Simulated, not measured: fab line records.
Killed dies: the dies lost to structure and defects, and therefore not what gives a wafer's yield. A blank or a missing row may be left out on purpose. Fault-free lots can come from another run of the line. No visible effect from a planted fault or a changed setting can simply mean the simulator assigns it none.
fab line records	flow sky130
record: lots: 6	wafers: 18	last_day: 50
route steps=708 shown VT_ADJUST_LVTN@112 VT_ADJUST_NCORE@119
lots that met no fault: from a run of the same line without faults
start_h: the number of hours between the record's first day and the start of the first shown wafer of the lot	wait_h: how many hours have passed since the lot's step before this one	" same as the row above	L1.1+2: a row that stands for several wafers	- either no value or no given start	* or withheld: withheld	< > ~ a bound
route shown NAME@n: NAME is a module with steps in the file, n the number in the route of the first one	usual: mean and standard deviation over wafers with no fault	same: alike in all rows	chamber/n: place in a boat	sites: per-site readings	_std_site: the values' standard deviation	_edge_site: outer sites' mean less inner sites'	radius_mm: for every site, how far away it sits from the centre of the wafer	mask NAME#n: copy n	behind: the last tool/chamber to shape the wafer	hold: why the lot went on hold/how many hours it stayed there/how the hold came to an end	device: which transistor (n, p or np) failed to switch	end of line: at the end of the route, the tests of the same wafers	where a step has no rows: the recipe by itself	killed: the dies lost at the first sort to structure and to defects; this is not the yield of the wafer	map: a wafer's dies, x killed, . not, _ none there
set.NAME: the run value of the setting; set.NAME@STEP: its run value at that earlier step	model.NAME: the simulator's own value behind a step, which no gauge read
lots seen at some steps along the route; tables by step, rows by wafer
services: from which hour (start_h, from the record's first day; less than 0 if before it) a tool's chamber was out of use, for how many hours, and why
== steps ==
step: SKY_VT_ADJUST_LVTN_EXPOSE_15
recipe: mask_id: HVN_STD_DERIVED	na: 0.6	source_shape: conventional	sigma_outer: 0.6	polarization: unpolarized	target_cd_nm: 600	dose_mj: 163
step: SKY_VT_ADJUST_LVTN_PEB_16
recipe: temp_c: withheld	time_s: *	resist: NOVOLAK
step: SKY_VT_ADJUST_LVTN_DEVELOP_17
recipe: resist: NOVOLAK	developer: TMAH	develop_time_s: 60	dev_temp_c: 23
step: SKY_VT_ADJUST_LVTN_OVL_MEAS_18
usual: VT_ADJUST_LVTN_01_OVL: 0.2/1.4
lot.wafer	tool	chamber	start_h	wait_h	VT_ADJUST_LVTN_01_OVL[nm]
L426.1	overlay-02	-	219.22	0.1	1.0
L426.3	"	-	"	"	1.3
L426.4	"	-	"	"	0.4
L431.1	overlay-01	-	254.01	0.1	-0.2
L431.4	"	-	"	"	-1.9
L431.5	"	-	"	"	-2.8
L432.2	overlay-02	-	260.66	0.1	-0.2
L432.4	"	-	"	"	1.0
L432.6	"	-	"	"	1.5
L437.2	overlay-02	-	300.36	0.1	1.9
L437.4	"	-	"	"	1.6
L437.5	"	-	"	"	2.3
L438.2	overlay-01	-	313.76	0.1	-1.7
L438.3	"	-	"	"	-0.9
L438.5	"	-	"	"	-1.8
L441.2	overlay-02	-	340.08	0.1	1.6
L441.3	"	-	"	"	1.1
L441.5	"	-	"	"	2.5
step: SKY_VT_ADJUST_LVTN_IMPLANT_19
recipe: species: B	energy_kev: 30	dose_cm2: 6.5e+11	tilt_deg: withheld
step: SKY_VT_ADJUST_LVTN_STRIP_20
recipe: chemistry: O2/N2	power_w: 1400	pressure_mtorr: 1500	platen_temp_c: withheld	o2_flow_sccm: 3000	n2_flow_sccm: 300	overash_fraction: 0.5
usual: drypump_motor_current_A: 5.8/0.51	oes_product_au: 0.716/0.0047	strip_time_to_endpoint_s: 14.18/0.032
lot.wafer	tool	chamber	start_h	wait_h	drypump_motor_current_A	oes_product_au	rf_hours_counter_h	strip_time_to_endpoint_s
L426.1	plasma_asher-02	1	219.41	0.1	6.3	0.710	41	14.18
L426.3	"	1	"	"	6.3	0.714	-	14.25
L426.4	"	0	"	"	6.4	0.711	-	14.19
L431.1	plasma_asher-03	0	254.19	0.1	5.8	0.715	13	14.14
L431.4	"	1	"	"	5.3	0.708	-	14.15
L431.5	"	1	"	"	5.3	0.713	-	14.20
L432.2	plasma_asher-02	1	260.84	0.1	6.3	0.712	45	14.15
L432.4	"	0	"	"	6.4	0.713	-	14.09
L432.6	"	0	"	"	6.4	0.729	-	14.16
L437.2	plasma_asher-04	1	300.54	0.1	5.1	0.717	61	14.18
L437.4	"	0	"	"	6.3	0.720	-	14.18
L437.5	"	0	"	"	6.3	0.720	-	14.16
L438.2	plasma_asher-02	0	313.94	0.1	6.4	0.720	51	14.26
L438.3	"	0	"	"	6.4	0.717	-	14.24
L438.5	"	1	"	"	6.3	0.713	-	14.23
L441.2	plasma_asher-02	1	340.26	0.1	6.3	0.715	53	14.14
L441.3	"	1	"	"	6.3	0.713	-	14.14
L441.5	"	0	"	"	6.4	0.719	-	14.13
step: SKY_VT_ADJUST_LVTN_TW_MEAS_21
usual: VT_ADJUST_LVTN_2_TW: 189.1/1.3
lot.wafer	tool	chamber	start_h	wait_h	VT_ADJUST_LVTN_2_TW
L426.1	film_metro-01	-	219.51	0.1	188.9
L426.3	"	-	"	"	188.9
L426.4	"	-	"	"	188.6
L431.1	film_metro-02	-	254.29	0.1	190.2
L431.4	"	-	"	"	190.6
L431.5	"	-	"	"	189.8
L432.2	film_metro-04	-	260.95	0.1	189.8
L432.4	"	-	"	"	188.5
L432.6	"	-	"	"	189.7
L437.2	film_metro-02	-	300.65	0.1	191.1
L437.4	"	-	"	"	192.4
L437.5	"	-	"	"	192.0
L438.2	film_metro-04	-	314.05	0.1	188.4
L438.3	"	-	"	"	189.6
L438.5	"	-	"	"	188.3
L441.2	film_metro-02	-	340.37	0.1	189.8
L441.3	"	-	"	"	190.5
L441.5	"	-	"	"	190.4
step: SKY_VT_ADJUST_NCORE_DEHYDRATE_00
recipe: temp_c: 200	time_s: 60
step: SKY_VT_ADJUST_NCORE_HMDS_01
recipe: prime_time_s: 60	prime_temp_c: 120
step: SKY_VT_ADJUST_NCORE_COAT_02
recipe: resist: NOVOLAK	spin_rpm: 3000	resist_thk_nm: 1140
step: SKY_VT_ADJUST_NCORE_SOFTBAKE_03
recipe: temp_c: 90	time_s: 60	resist: NOVOLAK
step: SKY_VT_ADJUST_NCORE_EXPOSE_04
recipe: mask_id: LVTN_COMPLEMENT_THIN	na: 0.6	source_shape: conventional	sigma_outer: 0.6	polarization: unpolarized	target_cd_nm: 380	dose_mj: 139
step: SKY_VT_ADJUST_NCORE_PEB_05
recipe: temp_c: withheld	time_s: *	resist: NOVOLAK
usual: chill_plate_temp_C: *	exhaust_pa: 45.0/0.95
lot.wafer	tool	chamber	start_h	wait_h	chill_plate_temp_C	exhaust_pa
L426.1	litho_track-04	0	242.96	-	*	44.0
L426.3	"	0	"	"	*	44.0
L426.4	"	0	"	"	*	45.2
L431.1	litho_track-01	-	279.91	-	-	-
L431.4	"	-	"	"	-	-
L431.5	"	-	"	"	-	-
L432.2	litho_track-01	-	285.69	-	-	-
L432.4	"	-	"	"	-	-
L432.6	"	-	"	"	-	-
L437.2	litho_track-03	0	326.40	-	*	45.7
L437.4	"	0	"	"	*	44.3
L437.5	"	0	"	"	*	44.0
L438.2	litho_track-01	0	339.89	-	*	45.5
L438.3	"	0	"	"	*	44.7
L438.5	"	0	"	"	*	46.3
L441.2	litho_track-04	0	367.73	-	*	45.9
L441.3	"	0	"	"	*	45.7
L441.5	"	0	"	"	*	44.3
step: SKY_VT_ADJUST_NCORE_DEVELOP_06
recipe: resist: NOVOLAK	developer: TMAH	develop_time_s: 60	dev_temp_c: 23
== services ==
tool	chamber	start_h	hours	kind
plasma_asher-02	-	232.02	2.8	repair
plasma_asher-04	-	279.86	3.0	repair
plasma_asher-03	-	340.07	28.1	pm
plasma_asher-02	-	351.22	9.2	repair
== key ==
first_sign: step: SKY_VT_ADJUST_NCORE_PEB_05	reading: tool_record	direction: missing
effect none on later readings
met_at SKY_VT_ADJUST_NCORE_PEB_05
struck_wafers L431.1,L431.4,L431.5,L432.2,L432.4,L432.6
sort_left_out L431.1,L431.4,L431.5,L432.2,L432.4,L432.6
tester_left_out L431,L432
fault: kind: skipped_step_whole	tool: litho_track-01	chamber: -	onset_h: 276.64	steps: SKY_VT_ADJUST_NCORE_PEB_05	scope: struck_lots_only
tester_left_out: of these lots the tester's yield and bins aren't shown, on N5 and GAA mostly nor the transistor test; their killed dies are dies lost to structure and defects alone, not to doping, threshold or leakage, so they don't give the yield
sort_left_out: the simulated sort isn't trusted on such a fault, so these wafers' sort isn't shown, and their yield isn't known
